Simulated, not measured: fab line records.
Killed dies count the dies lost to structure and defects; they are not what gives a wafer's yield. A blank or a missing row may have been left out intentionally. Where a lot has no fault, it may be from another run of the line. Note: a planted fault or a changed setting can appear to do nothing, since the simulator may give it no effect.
Matching of chambers    flow gf180mcu    cmp-01 running GF_V1_CMP_04: 4 sister chambers
The step polishes SiO2. 14 wafers are shown with their chamber, then 7 later ones without.

## WAFERS WITH THEIR CHAMBER
wafer   chamber  motorCurrentA (A)  timeToEndpointS (s)
L299.2  1        13.1               74
L299.4  0        11.7               82
L299.5  1        12.8               81
L300.1  0        12.3               72
L300.3  1        12.9               76
L300.4  2        11.6               77
L303.1  0        11.7               72
L303.2  1        13.4               74
L303.6  3        10.1               77
L305.1  1        12.8               73
L305.3  2        10.9               78
L305.5  3        9.5                80
L308.1  1        12.9               81
L308.3  2        11.1               84

SIGNATURES, as means of the wafers listed above
reading          chamber 0  chamber 1  chamber 2  chamber 3  scatter within a chamber
motorCurrentA    11.900     12.983     11.200     9.800      0.308
timeToEndpointS  75.33      76.50      79.67      78.50      4.07
Rule: a wafer lies at a distance from a chamber equal to the root of the sum of squares, over the readings, of (its reading less the chamber's mean, divided by the reading's scatter). If the next closest chamber is less than 2 further off than the closest, the wafer can't be placed; otherwise it belongs to the closest. How the scatter is found: for the shown wafers, subtract from each reading the mean of its chamber, square and add these, divide the total by (wafers less chambers), then take the root.

## WAFERS MISSING THEIR CHAMBER
wafer   motorCurrentA (A)  timeToEndpointS (s)
L308.5  10.9               83
L310.1  12.9               82
L310.3  9.9                82
L310.6  10.7               82
L313.1  13.0               77
L313.2  12.0               77
L313.3  11.6               77

## WHICH CHAMBER EACH WENT THROUGH
wafer   from the rows above      in truth
L308.5  2                        2
L310.1  1                        1
L310.3  3                        3
L310.6  can't be placed: 2 or 3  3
L313.1  1                        1
L313.2  0                        0
L313.3  can't be placed: 0 or 2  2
Correctly placed: 5 of 7. These rows do not allow placing 2 (true chamber among the candidates in 2). Wrongly placed: 0.
